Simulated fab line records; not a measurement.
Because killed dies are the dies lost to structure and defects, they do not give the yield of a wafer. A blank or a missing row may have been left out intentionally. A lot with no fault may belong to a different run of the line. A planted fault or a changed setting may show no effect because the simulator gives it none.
2 desks looking at one fault | flow gf180mcu | every desk sees just its own numbers, and what lay behind them comes last

== FOR THE TOOL OWNER'S DESK: litho_track-04 ==
The tool's own readings at GF_PASSIVATION_DEVELOP_10 (develop time 60 s): means of the sampled wafers that have a number, for each lot that ran on this tool. If a lot's mean is further than 4 standard deviations from the usual mean, the lot is out of limits and carries the mark OUT (the distance appears in the brackets).
Columns: A = developer_temp_C at GF_PASSIVATION_DEVELOP_10, usual 23.01 C
lot  | first seen here | A
L232 | day 28 17:00    | 23.18
L235 | day 29 12:00    | 23.03
L236 | day 30 05:00    | 23.12
L241 | day 31 17:00    | 22.98
L245 | day 32 13:00    | 23.05
L251 | day 34 02:00    | 22.04 (-8.8) OUT
L252 | day 34 06:00    | 22.08 (-8.4) OUT
L253 | day 34 13:00    | 22.19 (-7.5) OUT
Finding of this desk: L251, L252, L253 out of limits; the first was L251 at day 34 02:00, on developer_temp_C at GF_PASSIVATION_DEVELOP_10. L232, L235, L236, L241, L245 stayed within limits.

== AT THE METROLOGY DESK ==
Means of the sampled wafers that have a number, per lot and without regard to the tool the lot ran on: this is what the gauges read. If a lot's mean is further than 4 standard deviations from the usual mean, the lot is out of limits and carries the mark OUT (the distance appears in the brackets).
Columns: A = cd_nm at GF_TOP_METAL_CD_MEAS_14, usual 440.6 nm
lot  | first seen here | A
L232 | day 27 22:47    | 439.5
L233 | day 28 06:32    | 442.9
L235 | day 28 16:10    | 440.9
L236 | day 29 10:07    | 441.6
L240 | day 30 15:23    | 439.9
L241 | day 30 22:26    | 439.0
L242 | day 31 04:56    | 441.0
L243 | day 31 10:35    | 439.0
L245 | day 31 20:10    | 441.2
L251 | day 33 09:29    | 442.5
L252 | day 33 13:50    | 440.6
L253 | day 33 21:34    | 439.6
L254 | day 34 02:43    | 441.2
L255 | day 34 03:23    | 439.5
This desk's verdict: no lot among the 14 shows anything out of limits.

== PUT TOGETHER ==
The tool owner's desk had the chance to raise an alarm at day 34 02:00 on L251, L252, L253.
The metrology desk saw nothing out of limits.
The metrology desk has L251, L252, L253 on record, within its limits.
All the named lots went through GF_PASSIVATION_DEVELOP_10 on litho_track-04.

== WHAT HAD BEEN PUT IN BY THE SIMULATOR ==
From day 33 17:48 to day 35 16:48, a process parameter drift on litho_track-04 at GF_PASSIVATION_DEVELOP_10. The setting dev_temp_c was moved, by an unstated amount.
Struck lots among those shown: L251, L252, L253.
Time in hours from fault onset to the first out-of-limits reading at each desk: the tool owner's desk, 8.
